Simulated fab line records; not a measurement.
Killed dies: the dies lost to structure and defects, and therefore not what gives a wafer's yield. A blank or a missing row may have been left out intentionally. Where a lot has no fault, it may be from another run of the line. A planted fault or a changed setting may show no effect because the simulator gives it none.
Comparing a struck lot with a sound one    flow sky130    18 steps out of a route of 708
Sound: the wafers L205.3, L205.4, L205.6. Struck: wafer L213.2. (L213.3, L213.4 of the same lot were not struck and are left out.) The cause comes at the end.
For every step that has rows: the tool of each side, followed by ch and its chambers, followed by its first start. Under that, the readings that differ: sound wafers    struck wafers    difference of the means    sigmas: that difference in standard deviations of wafers without a fault.
alike: readings with means less than 2 such deviations apart, plus words and numbers identical on both sides. not compared: withheld readings, readings lacking a value on some wafer, bounds such as >300 that could conceal the same value, and numbers that have no deviation in the record and whose values overlap.
The two part at a step that has a row with sigmas, a row that says differs or no value, or rows on one side only. Numbers that have no deviation but don't overlap get no sigmas and don't part them. A reading that every wafer of one side lacks parts them only if that side has two wafers or more.

first, 5 steps without rows for these wafers: SKY_VIA4_COAT_06 (resist thk 1140 nm); SKY_VIA4_SOFTBAKE_07 (time 60 s); SKY_VIA4_EXPOSE_08 (exposes mask VIM4, target cd 800 nm); SKY_VIA4_PEB_09; SKY_VIA4_DEVELOP_10 (develop time 60 s).
SKY_VIA4_OVL_MEAS_11:
  sound: overlay-02 at day 43 18:14; struck: overlay-02 at day 46 03:43
  alike: VIA4_OVL
SKY_VIA4_ETCH_12: etches SiO2 in C4F8/O2/Ar, stops on TiN, target depth 580 nm.
  sound on rieDiel-04 ch 0,3, day 43 18:16; struck on rieDiel-04 ch 2, day 46 03:45
  alike: biasW, oesProductAu
SKY_VIA4_STRIP_13: strips in O2/N2.
  sound on plasmaAsher-03 ch 0,1, day 43 18:22; struck on plasmaAsher-03 ch 1, day 46 03:50
reading              sound  struck  difference                    sigmas
rfHoursCounterH (h)  - - -  2       no value on the sound wafers  
  alike: drypumpMotorCurrentA, oesProductAu, stripTimeToEndpointS
then, 3 steps without rows for these wafers: SKY_VIA4_STRIP_14 (strips in post etch residue remover, time 1200 s); SKY_VIA4_CLEAN_15 (cleans in IPA, time 180 s); SKY_VIA4_CLEAN_16 (cleans in O3/DIW).
SKY_VIA4_SPUTTER_17: material TiN, target thk 20 nm, time 80 s.
  sound: pvdSputter-04 at day 43 18:58; struck: pvdSputter-02 at day 46 04:25
  alike: throttleValvePct
SKY_VIA4_CVD_18: deposits W, target thk 505 nm, time 152.14 s.
  sound on cvdW-02 ch 0,1, day 43 19:05; struck on cvdW-02 ch 0, day 46 04:29
reading                            sound            struck  difference  sigmas
model.W_of_VIA4_CVD_18.thkNm (nm)  501.6 507.4 509  650.5   +144.5      
  alike: heaterPowerW
SKY_VIA4_RS_MEAS_19: a four-point-probe measurement.
  sound: filmMetro-01 at day 43 19:13; struck: filmMetro-04 at day 46 04:40
reading             sound                 struck  difference  sigmas
VIA4_W_RS (ohm/sq)  0.2285 0.2250 0.2252  0.1755  -0.0507     -17
SKY_VIA4_THK_MEAS_20: measures by xrf.
  sound: filmMetro-01 at day 43 19:19; struck: filmMetro-04 at day 46 04:46
reading          sound        struck  difference  sigmas
VIA4_W_THK (nm)  515 519 522  673     +154        +18
SKY_VIA4_CMP_21: polishes, stops on SiO2, t overpolish 25 s, target thk 0 nm.
  sound on cmp-02 ch 1,2,3, day 43 19:25; struck on cmp-02 ch 3, day 46 04:56
reading              sound        struck  difference  sigmas
timeToEndpointS (s)  128 134 134  162     +30         +7
  alike: motorCurrentA, platenRpm
SKY_METAL5_SPUTTER_00: material Ti, target thk 15 nm, time 10 s.
  sound: pvdSputter-02 at day 43 19:40; struck: pvdSputter-04 at day 46 05:14
  alike: throttleValvePct
-- the record jumps here: 3 days lie between the struck wafers' starts before and after (it left off in module METAL5 and takes up again in module PAD_OPEN, whose first step shown is number 708 of the route) --
SKY_PAD_OPEN_PROBE_99:
  sound: prober-02 at day 46 14:26; struck: prober-01 at day 48 20:03
  alike: defectLimitedYield, killed_at_M0_to_M3, killed_at_M4_up, killedAtContacts, killedAtFrontEnd, killedAtOther, killedDies, killedOpen, killedShort, sort_bin_3_pad_short, sort_bin_5_function, sort_bin_6_memory, sortNPass, sortYieldPct

WHERE THEY PART
Earliest at SKY_VIA4_STRIP_13; latest, in this record, at SKY_VIA4_CMP_21. Later steps at which nothing parts them and some readings are alike: SKY_METAL5_SPUTTER_00, SKY_PAD_OPEN_PROBE_99.

WHY: whatever the simulator had introduced
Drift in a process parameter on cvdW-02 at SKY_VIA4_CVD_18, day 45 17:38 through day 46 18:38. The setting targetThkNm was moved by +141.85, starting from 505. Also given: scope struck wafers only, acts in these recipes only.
